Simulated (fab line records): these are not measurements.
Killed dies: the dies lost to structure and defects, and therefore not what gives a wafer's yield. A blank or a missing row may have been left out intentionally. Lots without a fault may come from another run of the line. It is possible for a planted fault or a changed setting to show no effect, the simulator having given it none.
A sampling plan put to the test -- flow sky130 -- one fab line, 50 faults that these records tell of, each judged on the records of the lots that it struck
What counts as the plan is the set of the line's own looks, namely the steps on the route at which a gauge or an inspection reads a wafer and does not change it. Where struck wafers have a number at a look and the file lists that look's usual mean and standard deviation on fault-free wafers, the look can be judged. Caught: 4 or more of those standard deviations (sigma) separate the usual mean from the mean of the struck wafers at a look after the fault's first step. On the tool: the same test on the tool's own readings at the fault's steps. A different recipe on the struck wafers counts as caught too, as does a record blank only for those wafers.

THE FAULTS, as the simulator had put them in
1. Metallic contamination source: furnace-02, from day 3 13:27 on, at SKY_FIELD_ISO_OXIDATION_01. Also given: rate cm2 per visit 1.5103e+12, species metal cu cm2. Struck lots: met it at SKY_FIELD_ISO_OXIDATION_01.
2. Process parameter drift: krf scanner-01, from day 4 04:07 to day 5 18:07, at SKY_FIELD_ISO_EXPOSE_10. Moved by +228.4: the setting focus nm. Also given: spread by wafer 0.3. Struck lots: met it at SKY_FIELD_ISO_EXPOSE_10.
3. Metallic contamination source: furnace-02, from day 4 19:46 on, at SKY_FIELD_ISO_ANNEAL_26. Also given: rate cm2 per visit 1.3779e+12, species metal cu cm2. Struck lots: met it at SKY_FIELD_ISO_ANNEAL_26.
4. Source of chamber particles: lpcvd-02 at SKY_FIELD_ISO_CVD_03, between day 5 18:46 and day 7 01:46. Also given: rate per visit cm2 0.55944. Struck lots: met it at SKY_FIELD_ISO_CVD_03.
5. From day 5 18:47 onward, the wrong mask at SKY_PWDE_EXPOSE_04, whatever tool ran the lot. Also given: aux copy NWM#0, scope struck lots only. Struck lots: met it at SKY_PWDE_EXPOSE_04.
6. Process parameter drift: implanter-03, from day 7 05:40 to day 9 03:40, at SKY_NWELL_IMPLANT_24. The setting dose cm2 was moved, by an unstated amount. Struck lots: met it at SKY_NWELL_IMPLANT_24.
7. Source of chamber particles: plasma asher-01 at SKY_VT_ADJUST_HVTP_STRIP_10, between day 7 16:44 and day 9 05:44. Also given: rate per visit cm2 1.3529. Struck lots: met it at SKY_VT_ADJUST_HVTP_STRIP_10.
8. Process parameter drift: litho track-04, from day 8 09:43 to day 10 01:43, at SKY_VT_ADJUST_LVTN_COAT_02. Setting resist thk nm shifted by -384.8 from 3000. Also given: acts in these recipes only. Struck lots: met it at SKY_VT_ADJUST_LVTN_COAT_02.
9. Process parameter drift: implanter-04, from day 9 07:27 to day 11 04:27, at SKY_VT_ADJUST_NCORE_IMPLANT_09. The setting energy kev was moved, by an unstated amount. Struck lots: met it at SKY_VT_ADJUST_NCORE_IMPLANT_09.
10. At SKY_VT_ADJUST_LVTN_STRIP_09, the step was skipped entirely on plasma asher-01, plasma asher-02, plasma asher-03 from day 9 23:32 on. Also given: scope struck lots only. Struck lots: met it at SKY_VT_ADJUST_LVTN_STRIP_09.
11. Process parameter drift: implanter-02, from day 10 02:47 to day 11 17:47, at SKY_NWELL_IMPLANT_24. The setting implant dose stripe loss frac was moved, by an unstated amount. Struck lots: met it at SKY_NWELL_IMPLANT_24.
12. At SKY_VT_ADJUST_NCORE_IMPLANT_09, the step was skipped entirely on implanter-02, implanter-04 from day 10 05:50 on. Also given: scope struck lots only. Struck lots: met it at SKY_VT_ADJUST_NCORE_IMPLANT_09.
13. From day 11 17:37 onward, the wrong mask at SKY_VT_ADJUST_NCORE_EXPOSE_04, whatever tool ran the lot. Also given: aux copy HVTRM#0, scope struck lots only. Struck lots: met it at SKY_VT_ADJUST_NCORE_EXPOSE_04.
14. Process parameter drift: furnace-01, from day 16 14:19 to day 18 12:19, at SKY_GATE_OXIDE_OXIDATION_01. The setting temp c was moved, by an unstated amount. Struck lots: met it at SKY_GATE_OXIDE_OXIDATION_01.
15. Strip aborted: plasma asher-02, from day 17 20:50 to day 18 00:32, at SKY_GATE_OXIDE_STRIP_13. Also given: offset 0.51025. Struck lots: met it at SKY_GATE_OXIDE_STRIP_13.
16. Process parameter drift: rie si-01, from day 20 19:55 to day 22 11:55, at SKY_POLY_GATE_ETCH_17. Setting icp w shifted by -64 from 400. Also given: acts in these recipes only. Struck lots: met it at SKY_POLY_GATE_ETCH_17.
17. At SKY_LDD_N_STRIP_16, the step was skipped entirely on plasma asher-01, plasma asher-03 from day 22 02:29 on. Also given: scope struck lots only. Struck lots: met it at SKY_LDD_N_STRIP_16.
18. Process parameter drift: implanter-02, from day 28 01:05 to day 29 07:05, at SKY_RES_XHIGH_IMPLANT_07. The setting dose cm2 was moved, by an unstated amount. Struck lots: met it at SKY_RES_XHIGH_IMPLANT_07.
19. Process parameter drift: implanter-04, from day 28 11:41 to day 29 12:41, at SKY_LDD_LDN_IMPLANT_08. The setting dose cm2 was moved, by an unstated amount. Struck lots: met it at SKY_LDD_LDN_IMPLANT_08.
20. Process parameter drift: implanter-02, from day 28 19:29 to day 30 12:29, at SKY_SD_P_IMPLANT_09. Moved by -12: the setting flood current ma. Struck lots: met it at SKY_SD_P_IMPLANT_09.
21. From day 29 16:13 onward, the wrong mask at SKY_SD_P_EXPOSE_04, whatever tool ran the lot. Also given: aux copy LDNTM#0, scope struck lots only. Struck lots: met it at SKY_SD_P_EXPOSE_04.
22. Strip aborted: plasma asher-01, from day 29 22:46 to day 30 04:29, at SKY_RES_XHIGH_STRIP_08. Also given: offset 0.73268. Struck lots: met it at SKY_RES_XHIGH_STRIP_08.
23. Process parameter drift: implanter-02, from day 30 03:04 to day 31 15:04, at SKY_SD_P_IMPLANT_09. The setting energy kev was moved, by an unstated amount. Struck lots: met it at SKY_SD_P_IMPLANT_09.
24. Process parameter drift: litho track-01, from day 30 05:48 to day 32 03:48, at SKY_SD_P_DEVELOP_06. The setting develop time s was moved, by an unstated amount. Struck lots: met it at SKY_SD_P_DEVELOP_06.
25. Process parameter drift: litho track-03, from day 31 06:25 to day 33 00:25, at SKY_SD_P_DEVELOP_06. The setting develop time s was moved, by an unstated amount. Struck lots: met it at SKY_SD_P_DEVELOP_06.
26. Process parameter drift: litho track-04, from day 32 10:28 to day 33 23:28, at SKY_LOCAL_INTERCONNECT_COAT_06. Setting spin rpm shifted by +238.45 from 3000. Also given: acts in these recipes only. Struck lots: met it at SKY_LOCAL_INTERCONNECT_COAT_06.
27. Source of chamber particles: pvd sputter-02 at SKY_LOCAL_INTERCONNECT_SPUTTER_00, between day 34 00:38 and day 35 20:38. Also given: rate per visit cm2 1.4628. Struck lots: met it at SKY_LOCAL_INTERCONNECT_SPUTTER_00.
28. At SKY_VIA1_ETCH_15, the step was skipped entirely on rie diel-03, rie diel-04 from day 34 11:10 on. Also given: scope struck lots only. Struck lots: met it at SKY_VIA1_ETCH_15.
29. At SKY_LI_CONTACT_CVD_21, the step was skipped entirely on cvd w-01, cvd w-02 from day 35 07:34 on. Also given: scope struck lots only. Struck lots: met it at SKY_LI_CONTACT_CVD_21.
30. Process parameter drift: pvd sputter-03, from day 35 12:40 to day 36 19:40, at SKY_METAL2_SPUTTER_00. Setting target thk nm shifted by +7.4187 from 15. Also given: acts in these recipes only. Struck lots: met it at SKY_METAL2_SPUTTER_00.
31. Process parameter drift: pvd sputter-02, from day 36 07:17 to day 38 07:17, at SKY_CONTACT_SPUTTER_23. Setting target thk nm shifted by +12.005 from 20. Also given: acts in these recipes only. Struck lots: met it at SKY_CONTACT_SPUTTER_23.
32. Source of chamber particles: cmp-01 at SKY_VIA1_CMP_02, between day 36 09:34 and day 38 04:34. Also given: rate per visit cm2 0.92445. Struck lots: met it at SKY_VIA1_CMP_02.
33. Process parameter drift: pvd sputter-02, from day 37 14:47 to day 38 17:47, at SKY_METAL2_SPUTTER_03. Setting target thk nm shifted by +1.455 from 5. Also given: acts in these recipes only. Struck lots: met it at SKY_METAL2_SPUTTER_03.
34. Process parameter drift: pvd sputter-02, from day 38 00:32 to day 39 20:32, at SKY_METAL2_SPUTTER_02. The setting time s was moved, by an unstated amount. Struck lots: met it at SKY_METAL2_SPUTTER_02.
35. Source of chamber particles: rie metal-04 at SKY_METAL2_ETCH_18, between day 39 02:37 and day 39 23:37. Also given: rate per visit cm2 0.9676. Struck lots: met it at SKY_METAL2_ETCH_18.
36. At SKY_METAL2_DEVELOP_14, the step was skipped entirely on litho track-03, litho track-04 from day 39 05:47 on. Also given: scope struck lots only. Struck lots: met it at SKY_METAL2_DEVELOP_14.
37. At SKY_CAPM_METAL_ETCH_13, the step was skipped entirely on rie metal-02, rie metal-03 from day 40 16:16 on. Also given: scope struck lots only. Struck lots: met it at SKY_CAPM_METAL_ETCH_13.
38. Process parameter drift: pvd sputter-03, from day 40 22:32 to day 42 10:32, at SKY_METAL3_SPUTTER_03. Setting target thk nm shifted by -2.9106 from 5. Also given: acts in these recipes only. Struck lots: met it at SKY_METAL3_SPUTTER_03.
39. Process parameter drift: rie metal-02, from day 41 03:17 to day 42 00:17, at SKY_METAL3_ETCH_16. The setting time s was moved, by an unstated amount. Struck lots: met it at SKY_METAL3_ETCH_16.
40. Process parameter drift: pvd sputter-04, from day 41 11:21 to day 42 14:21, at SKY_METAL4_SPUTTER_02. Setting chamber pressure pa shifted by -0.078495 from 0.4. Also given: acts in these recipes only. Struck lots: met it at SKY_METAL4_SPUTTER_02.
41. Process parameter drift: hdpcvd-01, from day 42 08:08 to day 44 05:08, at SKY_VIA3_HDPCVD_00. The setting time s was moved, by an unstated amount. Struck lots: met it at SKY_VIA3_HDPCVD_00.
42. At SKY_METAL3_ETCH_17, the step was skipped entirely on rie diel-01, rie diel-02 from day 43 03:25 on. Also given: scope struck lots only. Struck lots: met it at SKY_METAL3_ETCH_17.
43. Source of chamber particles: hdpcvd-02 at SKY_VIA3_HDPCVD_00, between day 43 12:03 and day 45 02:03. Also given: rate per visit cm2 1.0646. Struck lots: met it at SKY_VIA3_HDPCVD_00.
44. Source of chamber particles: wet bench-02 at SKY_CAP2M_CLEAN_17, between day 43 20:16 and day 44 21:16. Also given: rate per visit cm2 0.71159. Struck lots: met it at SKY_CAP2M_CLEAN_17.
45. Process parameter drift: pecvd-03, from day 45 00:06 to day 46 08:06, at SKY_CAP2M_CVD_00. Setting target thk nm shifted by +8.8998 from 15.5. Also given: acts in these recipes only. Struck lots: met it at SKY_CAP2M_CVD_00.
46. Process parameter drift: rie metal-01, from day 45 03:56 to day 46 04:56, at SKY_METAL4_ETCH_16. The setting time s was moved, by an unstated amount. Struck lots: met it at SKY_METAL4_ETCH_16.
47. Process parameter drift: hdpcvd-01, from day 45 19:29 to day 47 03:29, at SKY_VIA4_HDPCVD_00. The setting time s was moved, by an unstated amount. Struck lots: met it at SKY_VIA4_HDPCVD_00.
48. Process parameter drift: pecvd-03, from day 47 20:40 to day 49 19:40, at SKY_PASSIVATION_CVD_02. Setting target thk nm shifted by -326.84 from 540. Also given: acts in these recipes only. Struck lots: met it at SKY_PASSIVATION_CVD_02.
49. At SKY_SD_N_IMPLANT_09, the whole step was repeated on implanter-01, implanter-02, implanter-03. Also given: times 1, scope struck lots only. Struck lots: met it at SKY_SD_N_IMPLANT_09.
50. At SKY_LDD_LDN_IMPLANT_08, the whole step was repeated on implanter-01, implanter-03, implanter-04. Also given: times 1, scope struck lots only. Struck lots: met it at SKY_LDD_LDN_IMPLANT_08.

WHAT THE PLAN SAW
fault,on the tool itself,first look that catches it,"reading, sigma",median hours from its first step to that look,hours from the fault's start to the first struck lot there,judged looks passed uncaught
1,under 2 sigma,none of the 5 looks that can be judged after it,-,-,-,5
2,exposure dose mJ cm2 -24 sigma,SKY_FIELD_ISO_CD_MEAS_13,cd nm -6.7,8.7,23,0
3,under 2 sigma,none of the 4 looks that can be judged after it,-,-,-,4
4,under 2 sigma,none of the 2 looks that can be judged after it,-,-,-,2
5,under 2 sigma,SKY_PWDE_TW_MEAS_10,PWDE_TW -99 or beyond,9.1,13,0
6,dose ions cm2 +71 sigma,none of the 2 looks that can be judged after it,"strongest: NWELL_2_TW at SKY_NWELL_TW_MEAS_26, +2.8",-,-,2
7,under 2 sigma,none of the 2 looks that can be judged after it,-,-,-,2
8,no reading that can be judged,no look after it can be judged,-,-,-,0
9,beam energy keV +99 or beyond sigma,SKY_VT_ADJUST_NCORE_TW_MEAS_11,VT_ADJUST_NCORE_TW +10,0.2,2,0
10,the tool's record is blank for the struck wafers,SKY_VT_ADJUST_LVTN_TW_MEAS_21,VT_ADJUST_LVTN_2_TW -99 or beyond,23.2,27,0
11,no reading that can be judged,SKY_NWELL_TW_MEAS_26,NWELL_2_TW -4.2,0.2,10,0
12,the tool's record is blank for the struck wafers,SKY_VT_ADJUST_NCORE_TW_MEAS_11,VT_ADJUST_NCORE_TW -99 or beyond,0.2,3,0
13,under 2 sigma,SKY_VT_ADJUST_NCORE_TW_MEAS_11,VT_ADJUST_NCORE_TW -99 or beyond,11.8,15,0
14,tube center temp C -84 sigma,SKY_GATE_OXIDE_THK_MEAS_02,GATE_OXIDE_OXIDATION_00_THK -4.2,1.4,5,0
15,oes product au +50 sigma,no look after it can be judged,-,-,-,0
16,rf fwd power W -46 sigma,no look after it can be judged,-,-,-,0
17,the tool's record is blank for the struck wafers,SKY_LDD_P_TW_MEAS_11,LDD_P_TW -99 or beyond,30.4,34,0
18,dose ions cm2 +99 or beyond sigma,SKY_RES_XHIGH_TW_MEAS_09,RES_XHIGH_TW +6.3,0.2,13,0
19,dose ions cm2 -99 or beyond sigma,SKY_LDD_LDN_TW_MEAS_13,LDD_LDN_TW -4.7,0.7,6,0
20,under 2 sigma,no look after it can be judged,-,-,-,0
21,under 2 sigma,SKY_SD_P_TW_MEAS_11,SD_P_TW -99 or beyond,14.1,15,0
22,oes product au +45 sigma,SKY_SD_N_TW_MEAS_12,SD_N_TW -99 or beyond,27.7,33,0
23,beam energy keV -99 or beyond sigma,SKY_SD_P_TW_MEAS_11,SD_P_TW -9.6,0.2,15,0
24,under 2 sigma,SKY_SD_P_CD_MEAS_07,cd nm -44,0.2,1,0
25,no reading that can be judged,SKY_SD_P_CD_MEAS_07,cd nm -15,0.1,4,0
26,spin speed rpm +99 or beyond sigma,not the one look that can be judged after it,-,-,-,1
27,under 2 sigma,none of the 2 looks that can be judged after it,-,-,-,2
28,the tool's record is blank for the struck wafers,no look after it can be judged,-,-,-,0
29,the tool's record is blank for the struck wafers,SKY_LI_CONTACT_RS_MEAS_22,LI_CONTACT_W_RS +99 or beyond,0.1,12,0
30,under 2 sigma,no look after it can be judged,-,-,-,0
31,under 2 sigma,no look after it can be judged,-,-,-,0
32,under 2 sigma,no look after it can be judged,-,-,-,0
33,under 2 sigma,no look after it can be judged,-,-,-,0
34,under 2 sigma,SKY_METAL2_RS_MEAS_05,METAL2_ALCU_RS +6.8,0.1,8,0
35,under 2 sigma,none of the 2 looks that can be judged after it,-,-,-,2
36,no reading that can be judged,no look after it can be judged,-,-,-,0
37,the tool's record is blank for the struck wafers,no look after it can be judged,-,-,-,0
38,under 2 sigma,no look after it can be judged,-,-,-,0
39,run length s +34 sigma,no look after it can be judged,-,-,-,0
40,chamber pressure pa -90 sigma,no look after it can be judged,-,-,-,0
41,run length s +15 sigma,SKY_VIA3_THK_MEAS_01,VIA3_HDPCVD_THK +4.1,0.2,7,0
42,the tool's record is blank for the struck wafers,no look after it can be judged,-,-,-,0
43,no reading that can be judged,none of the 2 looks that can be judged after it,-,-,-,2
44,no reading that can be judged,not the one look that can be judged after it,-,-,-,1
45,under 2 sigma,SKY_CAP2M_THK_MEAS_01,CAP2M_CVD_00_THK +36,0.0,10,0
46,run length s -39 sigma,no look after it can be judged,-,-,-,0
47,run length s +99 or beyond sigma,SKY_VIA4_THK_MEAS_01,VIA4_HDPCVD_THK +39,0.2,13,0
48,under 2 sigma,SKY_PASSIVATION_THK_MEAS_03,PASSIVATION_CVD_02_THK -46,0.2,2,0
49,no reading that can be judged,SKY_SD_N_RS_MEAS_16,SD_N_RS -44,1.0,-,1
50,under 2 sigma,SKY_LDD_LDN_TW_MEAS_13,LDD_LDN_TW +12,1.3,-,0
Dash: fault not caught, or number not given in these records.

Caught at a look: 24 of 50. Caught on the tool: 23 of 50. By one or the other: 34 of 50.
Faults 6, 15, 16, 26, 28, 37, 39, 40, 42, 46 were caught on the tool alone.
Caught at a look alone: faults 5, 11, 13, 21, 24, 25, 34, 45, 48, 49, 50.
Caught by neither: faults 1, 3, 4, 7, 8, 20, 27, 30, 31, 32, 33, 35, 36, 38, 43, 44.

THINNER SAMPLING
In the worst case, this is how late the first struck lot would be measured if the look that catches a fault measured only every second or every third lot, by lot number:
fault,"struck lots at that look, in order of time",every lot,every second lot,every third lot
2,"L621, L624",23 h,39 h,may miss all 2
5,L646,13 h,may miss it,may miss it
9,"L783, L788",2 h,32 h,may miss all 2
10,"L172, L173, L174",27 h,33 h,37 h
11,"L425, L426",10 h,22 h,may miss all 2
12,"L376, L377",3 h,9 h,may miss all 2
13,L226,15 h,may miss it,may miss it
14,"L514, L516",5 h,may miss all 2,may miss all 2
17,"L487, L488, L489",34 h,43 h,52 h
18,"L739, L741",13 h,may miss all 2,may miss all 2
19,"L735, L736",6 h,10 h,may miss all 2
21,L666,15 h,may miss it,may miss it
22,L499,33 h,may miss it,may miss it
23,"L784, L785",15 h,24 h,may miss all 2
24,"L482, L485",1 h,23 h,may miss all 2
25,"L817, L819",4 h,may miss all 2,may miss all 2
29,"L389, L390",12 h,23 h,may miss all 2
34,"L892, L895",8 h,26 h,may miss all 2
41,"L601, L602",7 h,9 h,may miss all 2
45,"L563, L564",10 h,22 h,may miss all 2
47,"L954, L955",13 h,16 h,may miss all 2
48,"L232, L237",2 h,45 h,may miss all 2
Hours count from the start of the fault until the first struck lot that is measured. The limit of 4 sigma was tested on all struck wafers together, so one lot alone may lie under it. Other struck lots may not be in these records.

THE LONGEST TIMED WAY FROM STEP TO LOOK
Fault 17: median gap of 30.4 hours between SKY_LDD_N_STRIP_16 and SKY_LDD_P_TW_MEAS_11. No look between them can be judged.
